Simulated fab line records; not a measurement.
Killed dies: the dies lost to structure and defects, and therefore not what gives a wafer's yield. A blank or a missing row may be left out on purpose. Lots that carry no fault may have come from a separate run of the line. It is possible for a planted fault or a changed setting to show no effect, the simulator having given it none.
Tool commonality check ; flow gf180mcu ; 13 lots, 39 wafers sampled

== WHY IT WAS OPENED ==
At GF_HV_LDD_TW_MEAS_23 the reading HV_LDD_2_TW is flagged on 2 of 13 lots. Wafers without a fault read 1056, standard deviation 13.
Rule: a lot is flagged when every wafer of it that has a number lies more than 4 standard deviations from that mean, or none has a number. The other lots count as sound.

lot;measured;on;HV_LDD_2_TW, wafer by wafer;flag
L258;day 11 02:32;filmMetro-03;1076 1072 1077;
L259;day 11 09:14;filmMetro-01;1045 1047 1046;
L260;day 11 20:42;filmMetro-04;1052 1050 1052;
L262;day 12 10:07;filmMetro-01;30 30 30;FLAGGED
L265;day 13 02:30;filmMetro-01;30 30 30;FLAGGED
L271;day 15 03:35;filmMetro-01;1045 1045 1043;
L272;day 15 12:29;filmMetro-01;1047 1039 1042;
L273;day 15 21:35;filmMetro-04;1039 1041 1041;
L274;day 16 04:02;filmMetro-04;1052 1045 1050;
L275;day 16 11:23;filmMetro-01;1050 1046 1048;
L276;day 16 16:44;filmMetro-04;1050 1047 1048;
L279;day 18 02:17;filmMetro-03;1068 1062 1067;
L280;day 18 02:19;filmMetro-04;1051 1045 1046;
The mean of the flagged lots' numbers is 30, -1026 from the usual (-79 standard deviations).

== WHICH TOOL EACH LOT WENT THROUGH ==
The record holds 1 process step before the reading, out of a route of 602 steps. In each cell: the tool, then ch and the chambers that the sampled wafers went through, then the start.
lot;flag;GF_HV_LDD_DEVELOP_18
L258;;lithoTrack-02 ch 0, day 11 01:59
L259;;lithoTrack-02 ch 0, day 11 08:41
L260;;lithoTrack-02 ch 0, day 11 20:10
L262;FLAGGED;lithoTrack-02 ch 0, day 12 09:35
L265;FLAGGED;lithoTrack-02 ch 0, day 13 01:58
L271;;lithoTrack-04 ch 0, day 15 03:02
L272;;lithoTrack-04 ch 0, day 15 11:56
L273;;lithoTrack-04 ch 0, day 15 21:03
L274;;lithoTrack-04 ch 0, day 16 03:29
L275;;lithoTrack-02 ch 0, day 16 10:50
L276;;lithoTrack-01 ch 0, day 16 16:10
L279;;lithoTrack-04 ch 0, day 18 01:44
L280;;lithoTrack-02 ch 0, day 18 01:44
What is done by these steps:
- GF_HV_LDD_DEVELOP_18: develop time 60 s.
- GF_HV_LDD_TW_MEAS_23

== FLAGGED AGAINST TOTAL, ONE TOOL AT A TIME (gauges that did the reading follow at the end) ==
step;tool;lots run;flagged;share of the flagged lots;sound lots run after its first flagged lot
GF_HV_LDD_DEVELOP_18;lithoTrack-01;1;0;none;-
GF_HV_LDD_DEVELOP_18;lithoTrack-02;7;2;all;2 (L275,L280)
GF_HV_LDD_DEVELOP_18;lithoTrack-04;5;0;none;-
GF_HV_LDD_TW_MEAS_23;filmMetro-01;6;2;all;3 (L271,L272,L275)
GF_HV_LDD_TW_MEAS_23;filmMetro-03;2;0;none;-
GF_HV_LDD_TW_MEAS_23;filmMetro-04;5;0;none;-

== WHAT THE TABLE ALLOWS ==
lithoTrack-02 at GF_HV_LDD_DEVELOP_18 and filmMetro-01 at GF_HV_LDD_TW_MEAS_23 are the 2 rows of the table that ran each flagged lot.
- lithoTrack-02 at GF_HV_LDD_DEVELOP_18 ran 7 lots, 2 of them flagged. Sound lots followed the first flagged one (L275, L280) on it, something a lasting fault affecting the whole tool could not allow.
- filmMetro-01 at GF_HV_LDD_TW_MEAS_23 ran 6 lots, 2 of them flagged. Sound lots followed the first flagged one (L271, L272, L275) on it, something a lasting fault affecting the whole tool could not allow.
Every row of the table either missed a flagged lot or ran a sound lot after the first.

== WHAT THE SIMULATOR HAD INSERTED ==
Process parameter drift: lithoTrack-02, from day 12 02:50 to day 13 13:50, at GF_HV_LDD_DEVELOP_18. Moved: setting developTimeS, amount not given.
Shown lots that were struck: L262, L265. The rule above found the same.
